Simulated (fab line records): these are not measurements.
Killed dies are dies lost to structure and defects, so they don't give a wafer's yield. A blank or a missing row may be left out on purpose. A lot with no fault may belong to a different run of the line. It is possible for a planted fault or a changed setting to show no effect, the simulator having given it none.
One fault through the eyes of 2 desks :: flow gf180mcu :: numbers are kept per desk, each desk with only its own; the story behind them comes last

TOOL OWNER'S DESK, implanter-04
The tool's own readings at GF_VT_IMPLANT_IMPLANT_08, given as means over the sampled wafers that have a number, one for each lot that went through this tool. If a lot's mean is further than 4 standard deviations from the usual mean, the lot is out of limits and carries the mark OUT (the distance appears in the brackets).
Columns: A = dose_ions_cm2 at GF_VT_IMPLANT_IMPLANT_08, usual 8.29e+12; B = faraday_current_uA at GF_VT_IMPLANT_IMPLANT_08, usual 47.0
lot: L222
first seen here: day 6 15:44
A: 8.30e+12
B: 46.3

lot: L223
first seen here: day 6 22:41
A: 8.29e+12
B: 46.7

lot: L226
first seen here: day 7 21:36
A: 8.28e+12
B: 47.5

lot: L227
first seen here: day 7 21:47
A: 8.29e+12
B: 47.4

lot: L229
first seen here: day 8 03:18
A: 8.29e+12
B: 46.4

lot: L230
first seen here: day 8 11:53
A: 8.28e+12
B: 47.3

lot: L233
first seen here: day 9 09:04
A: 8.28e+12
B: 47.3

lot: L238
first seen here: day 10 16:25
A: 9.14e+12 (+87) OUT
B: 51.9 (+4.9) OUT

lot: L240
first seen here: day 11 04:38
A: 9.14e+12 (+87) OUT
B: 52.1 (+5.2) OUT
This desk's finding: out of limits on L238, L240; first on L238, day 10 16:25 (dose_ions_cm2 at GF_VT_IMPLANT_IMPLANT_08). L222, L223, L226, L227, L229, L230, L233 stayed within limits.

FROM THE METROLOGY DESK
Lot by lot, what the gauges showed, no matter which tool ran the lot: averages of those sampled wafers that carry a number. If a lot's mean is further than 4 standard deviations from the usual mean, the lot is out of limits and carries the mark OUT (the distance appears in the brackets).
Columns: A = STI_OXIDATION_THK at GF_STI_THK_MEAS_02, usual 9.99 nm; B = VT_IMPLANT_TW at GF_VT_IMPLANT_TW_MEAS_10, usual 564; C = M3_ALCU_RS at GF_M3_RS_MEAS_05, usual 0.0699 ohm/sq
lot: L220
first seen here: day 1 16:34
A: 9.74
B: 558
C: 0.0699

lot: L222
first seen here: day 2 02:40
A: 10.05
B: 559
C: 0.0698

lot: L223
first seen here: day 2 07:31
A: 9.77
B: 558
C: 0.0688

lot: L226
first seen here: day 2 23:05
A: 9.85
B: 561
C: 0.0701

lot: L227
first seen here: day 3 05:19
A: 9.97
B: 562
C: 0.0695

lot: L228
first seen here: day 3 09:12
A: 9.90
B: 560
C: 0.0705

lot: L229
first seen here: day 3 13:31
A: 10.15
B: 569
C: 0.0690

lot: L230
first seen here: day 3 19:05
A: 10.04
B: 573
C: 0.0700

lot: L233
first seen here: day 4 10:37
A: 10.03
B: 572
C: 0.0704

lot: L234
first seen here: day 4 14:59
A: 9.97
B: 562
C: 0.0703

lot: L238
first seen here: day 5 10:31
A: 10.00
B: 587 (+4.9) OUT
C: 0.0690

lot: L240
first seen here: day 5 20:32
A: 10.18
B: 581
C: 0.0691

lot: L242
first seen here: day 6 07:07
A: 10.14
B: 564
C: 0.0700
This desk's result: L238 out of limits, first on L238 (VT_IMPLANT_TW at GF_VT_IMPLANT_TW_MEAS_10), day 10 16:39. L220, L222, L223, L226, L227, L228, L229, L230, L233, L234, L240, L242 stayed within limits.

BROUGHT TOGETHER
An alarm could have come from the tool owner's desk at day 10 16:25, on L238, L240.
An alarm was possible from the metrology desk at day 10 16:39, on L238.
The metrology desk holds a record of L240, inside its limits.
Every lot named ran GF_VT_IMPLANT_IMPLANT_08 on implanter-04.

WHAT HAD BEEN PUT IN BY THE SIMULATOR
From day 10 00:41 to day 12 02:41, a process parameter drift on implanter-04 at GF_VT_IMPLANT_IMPLANT_08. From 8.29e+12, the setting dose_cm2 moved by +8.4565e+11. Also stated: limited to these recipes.
Lots struck among those shown: L238, L240.
Counting hours from when the fault started, the first reading out of limits came at 16 for the tool owner's desk and at 16 for the metrology desk.
